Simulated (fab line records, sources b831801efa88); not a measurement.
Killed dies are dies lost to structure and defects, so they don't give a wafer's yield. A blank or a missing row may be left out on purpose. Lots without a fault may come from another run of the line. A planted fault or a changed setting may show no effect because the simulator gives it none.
A struck lot beside a sound one | flow sfq_line | 24 steps out of a route of 325
Sound: wafers L896.1, L896.2, L896.5. Struck: wafers L885.4, L885.5, L885.6. The cause comes at the end.
At each step with rows: each side's tool, then ch and its chambers, then its first start. Under that, the readings that differ: sound wafers | struck wafers | difference of the means | sigmas: that difference in standard deviations of wafers without a fault.
alike: readings whose means differ by less than 2 such deviations, and words and numbers that are the same on both sides. not compared: withheld readings, readings that some wafer has no value for, bounds like >300 that may hide the same value, and numbers for which the record gives no deviation and whose values overlap.
The two part at a step that has a row with sigmas, a row that says differs or no value, or rows on one side only. Numbers that don't overlap but have no deviation are shown without sigmas and don't part them. A reading that every wafer of one side lacks parts them only if that side has two wafers or more.

first, 6 steps without rows for these wafers: SFQ_TRILAYER_I3_VIA_LITHO_COAT_090 (resist thk 62 nm); SFQ_TRILAYER_I3_VIA_LITHO_COAT_085 (resist thk 650 nm); SFQ_TRILAYER_I3_VIA_LITHO_SOFTBAKE_089; SFQ_TRILAYER_I3_VIA_LITHO_EXPOSE_086 (exposes mask I3, target cd 500 nm); SFQ_TRILAYER_I3_VIA_LITHO_PEB_088 (peb time 60 s); SFQ_TRILAYER_I3_VIA_LITHO_DEVELOP_087 (time 60 s).
SFQ_I3_OVL_MEAS_923:
  sound on overlay-02, day 48 19:48; struck on overlay-02, day 44 04:14
  alike: I3_OVL
SFQ_TRILAYER_I3_VIA_BARC_OPEN_VIA_ETCH_121: etches BARC in O2, target depth 125 nm, time 41.7 s.
  sound on rie_diel-02 ch 1,2,3, day 48 19:50; struck on rie_diel-02 ch 0,3, day 44 04:15
  alike: drypump_motor_current_A, oes_product_au
  not compared: rf_hours_counter_h
SFQ_TRILAYER_I3_VIA_ETCH_VIA_ETCH_088: etches SiO2 in CHF3, stops on Nb, target depth 260 nm.
  sound on rie_diel-02 ch 1,2,3, day 48 19:53; struck on rie_diel-02 ch 0,3, day 44 04:17
  alike: drypump_motor_current_A, oes_product_au
SFQ_TRILAYER_I3_VIA_STRIP_STRIP_089: strips in O2.
  sound on rie_metal-03 ch 0,1, day 48 19:59; struck on rie_metal-03 ch 0,1, day 44 04:36
  alike: drypump_motor_current_A, oes_product_au, platen_temp_c
  not compared: rf_hours_counter_h
then, 2 steps without rows for these wafers: SFQ_TRILAYER_I3_VIA_STRIP_SOLV_CLEAN_090 (cleans in NMP, time 600 s); SFQ_TRILAYER_M4_DEP_PRE_CLEAN_092 (time 22.5 s).
SFQ_TRILAYER_M4_DEP_SPUTTER_091: material Nb, target thk 200 nm, time 133.3 s.
  sound on pvd_sputter-06, day 48 20:48; struck on pvd_sputter-05, day 44 05:28
  alike: cathode_dc_power_W, resputter_cathode_voltage_v, throttle_valve_pct
SFQ_M4_RS_MEAS_924: measures by four-point-probe.
  sound on film_metro-02, day 48 20:53; struck on film_metro-02, day 44 05:37
  reading           | sound             | struck            | difference | sigmas
  M4_NB_RS (ohm/sq) | 0.867 0.879 0.869 | 0.442 0.448 0.444 | -0.427     | -39
then, 6 steps without rows for these wafers: SFQ_TRILAYER_M4_LITHO_COAT_098 (resist thk 62 nm); SFQ_TRILAYER_M4_LITHO_COAT_093 (resist thk 600 nm); SFQ_TRILAYER_M4_LITHO_SOFTBAKE_097; SFQ_TRILAYER_M4_LITHO_EXPOSE_094 (exposes mask M4, target cd 500 nm); SFQ_TRILAYER_M4_LITHO_PEB_096 (peb time 60 s); SFQ_TRILAYER_M4_LITHO_DEVELOP_095 (time 60 s).
-- the record jumps here: 6 days lie between the struck wafers' starts before and after --
SFQ_M4_OVL_MEAS_926:
  sound on overlay-02, day 54 13:22; struck on overlay-02, day 50 02:56
  reading     | sound   | struck | difference | sigmas
  M4_OVL (nm) | -1 0 -2 | 8 9 16 | +12        | +2
SFQ_TRILAYER_M4_BARC_OPEN_METAL_ETCH_123: etches BARC in O2, target depth 125 nm, time 41.7 s.
  sound on rie_metal-02 ch 0,1, day 54 13:25; struck on rie_metal-02 ch 1, day 50 03:01
  alike: drypump_motor_current_A, oes_product_au
  not compared: rf_hours_counter_h
SFQ_TRILAYER_M4_ETCH_METAL_ETCH_096: etches Nb in Cl2/Ar, stops on SiO2, target depth 240 nm, time 120 s.
  sound on rie_metal-02 ch 0,1, day 54 13:28; struck on rie_metal-02 ch 1, day 50 03:13
  reading                        | sound             | struck            | difference | sigmas
  oes_product_au (a.u.)          | 0.903 0.905 0.909 | 0.991 0.991 0.992 | +0.086     | +11
  model.etch.depth_nm (nm)       | 205.3 202.8 205   | 237.8 235.9 237.2 | +32.6      |
  model.M4.feature_depth_nm (nm) | 205.3 202.8 205   | 237.8 235.9 237.2 | +32.6      |
  alike: drypump_motor_current_A
  not compared: rf_hours_counter_h
SFQ_TRILAYER_M4_STRIP_STRIP_097: strips in O2.
  sound on rie_metal-02 ch 0,1, day 54 13:35; struck on rie_metal-02 ch 1, day 50 03:56
  alike: drypump_motor_current_A, oes_product_au, platen_temp_c
  not compared: rf_hours_counter_h

WHERE THEY PART
First at SFQ_M4_RS_MEAS_924; last, within this record, at SFQ_TRILAYER_M4_ETCH_METAL_ETCH_096. Later steps at which nothing parts them and some readings are alike: SFQ_TRILAYER_M4_STRIP_STRIP_097.

WHY: what the simulator had put in
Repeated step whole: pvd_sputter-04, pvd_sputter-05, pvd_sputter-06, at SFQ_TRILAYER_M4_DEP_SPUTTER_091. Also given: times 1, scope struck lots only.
